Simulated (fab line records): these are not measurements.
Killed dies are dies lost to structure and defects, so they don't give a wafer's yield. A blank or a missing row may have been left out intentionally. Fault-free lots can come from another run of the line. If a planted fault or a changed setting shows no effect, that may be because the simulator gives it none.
Which tool did it?    flow gf180mcu    30 wafers from 10 lots sampled at 4 of the route's 602 steps

== WHAT THE GAUGES SHOWED, per wafer ==
GF_STI_THK_MEAS_30. Usual: STI_OXIDATION_02_THK gives 10.03 nm (standard deviation 0.16).
lot   measured     on             STI_OXIDATION_02_THK (nm)      flag
L138  day 2 12:37  film-metro-04  9.90 9.84 9.84                 
L139  day 2 17:53  film-metro-03  10.25 10.20 10.28              
L140  day 2 17:53  film-metro-01  10.46 10.18 10.28              
L141  day 2 22:30  film-metro-03  10.14 10.25 10.23              
L145  day 3 17:27  film-metro-01  10.08 9.82 9.82                
L149  day 4 15:07  film-metro-01  7.40 7.40 7.12 7.37 7.39 7.12  OFF
L150  day 4 20:55  film-metro-04  7.37 7.34 7.29 7.30 7.29 7.29  OFF
L156  day 6 05:43  film-metro-03  10.05 9.98 9.96                
L160  day 7 03:55  film-metro-04  10.07 10.11 10.26              
L161  day 7 05:19  film-metro-04  10.10 10.01 10.10              

GF_PSD_OVL_MEAS_08. Usual: PSD_OVL gives 0.6 nm (standard deviation 1.2).
lot   measured      on          PSD_OVL (nm)    flag
L138  day 14 12:17  overlay-01  0.8 1.5 -0.7    
L139  day 15 00:11  overlay-01  -0.7 1.3 -0.4   
L140  day 14 19:44  overlay-02  -2.1 -1.1 -1.9  
L141  day 15 04:17  overlay-01  0.7 0.0 2.6     
L145  day 16 13:45  overlay-01  0.9 -0.8 -0.5   
L149  day 18 01:20  overlay-02  -0.2 -1.2 0.0   
L150  day 18 08:32  overlay-02  3.4 -1.5 1.5    
L156  day 20 17:38  overlay-01  0.8 0.3 0.2     
L160  day 22 05:32  overlay-02  3.7 0.0 2.9     
L161  day 22 07:56  overlay-02  0.1 1.0 1.4     

GF_V3_OVL_MEAS_15. Usual: V3_OVL gives -1 nm (standard deviation 5.9).
lot   measured      on          V3_OVL (nm)  flag
L138  day 22 18:11  overlay-02  -6 -7 -1     
L139  day 23 04:50  overlay-01  0 -5 2       
L140  day 23 01:54  overlay-02  -3 -2 -6     
L141  day 23 09:32  overlay-02  10 0 4       
L145  day 24 17:39  overlay-01  2 -2 -1      
L149  day 26 04:38  overlay-01  -5 -5 0      
L150  day 26 10:38  overlay-01  4 0 -6       
L156  day 28 10:47  overlay-01  7 5 4        
L160  day 29 17:06  overlay-01  7 0 -2       
L161  day 29 18:02  overlay-01  -9 -4 -2     

== EACH LOT AND THE TOOL THAT RAN IT (in order: tool; ch and the chambers of the sampled wafers; start) ==
lot   GF_STI_OXIDATION_29
L138  furnace-02 ch 0, day 2 11:13
L139  furnace-02 ch 0, day 2 16:29
L140  furnace-02 ch 0, day 2 16:29
L141  furnace-02 ch 0, day 2 21:06
L145  furnace-01 ch 0, day 3 16:02
L149  furnace-02 ch 0, day 4 13:43
L150  furnace-02 ch 0, day 4 19:31
L156  furnace-01 ch 0, day 6 04:19
L160  furnace-01 ch 0, day 7 02:31
L161  furnace-01 ch 0, day 7 03:55
- GF_STI_OXIDATION_29: stabilise 600 s, purge 300 s, target thk 10 nm.

== WHAT THE TOOLS THEMSELVES READ (means of the sampled wafers that have a number; where no wafer has one, the mark that the record gives instead) ==
GF_STI_OXIDATION_29. Usual: spike-tc-bottom-C 921.4 C, standard deviation 2.4; spike-tc-centre-C 901.2 C, standard deviation 1.2.
lot   tool        spike-tc-bottom-C (C)  spike-tc-centre-C (C)  flag
L138  furnace-02  919.8                  901.4                  
L139  furnace-02  920.0                  901.6                  
L140  furnace-02  921.1                  900.5                  
L141  furnace-02  920.7                  902.0                  
L145  furnace-01  925.0                  901.1                  
L149  furnace-02  919.1                  902.3                  
L150  furnace-02  920.7                  901.6                  
L156  furnace-01  925.1                  900.7                  
L160  furnace-01  925.6                  898.8                  
L161  furnace-01  925.2                  899.7                  

== THE ANSWER, worked out from the rows above alone ==
Rule: take the mean of a lot's wafers that have a number; if it is more than 3 standard deviations from the usual mean, the lot is off. A lot without any number at a reading at which 4 lots or more have one is off too. All remaining lots with rows at the step are treated as sound. Order of review: gauges by route order, followed by the tools' own readings, for which a lot's mean as printed above is used. The first step at which some lot is off is used, and at that step the reading that is off furthest; a lot without a number counts as furthest.
Off: at GF_STI_THK_MEAS_30 (STI_OXIDATION_02_THK), L149, L150.
A tool fits if, at a process step before that reading, it ran every lot that is off, and no sound lot after the first of them. The gauges at GF_STI_THK_MEAS_30 are tried like those tools. One fits: furnace-02 at GF_STI_OXIDATION_29. A fault onset in the window from L141 (day 2 21:06, its last sound lot) to L149 (day 4 13:43, its first lot off) fits.

== WHAT WAS PUT IN BY THE SIMULATOR ==
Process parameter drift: furnace-02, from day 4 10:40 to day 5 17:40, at GF_STI_OXIDATION_29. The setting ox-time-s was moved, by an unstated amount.
Lots struck among those shown: L149, L150. The rule given above showed the same thing.
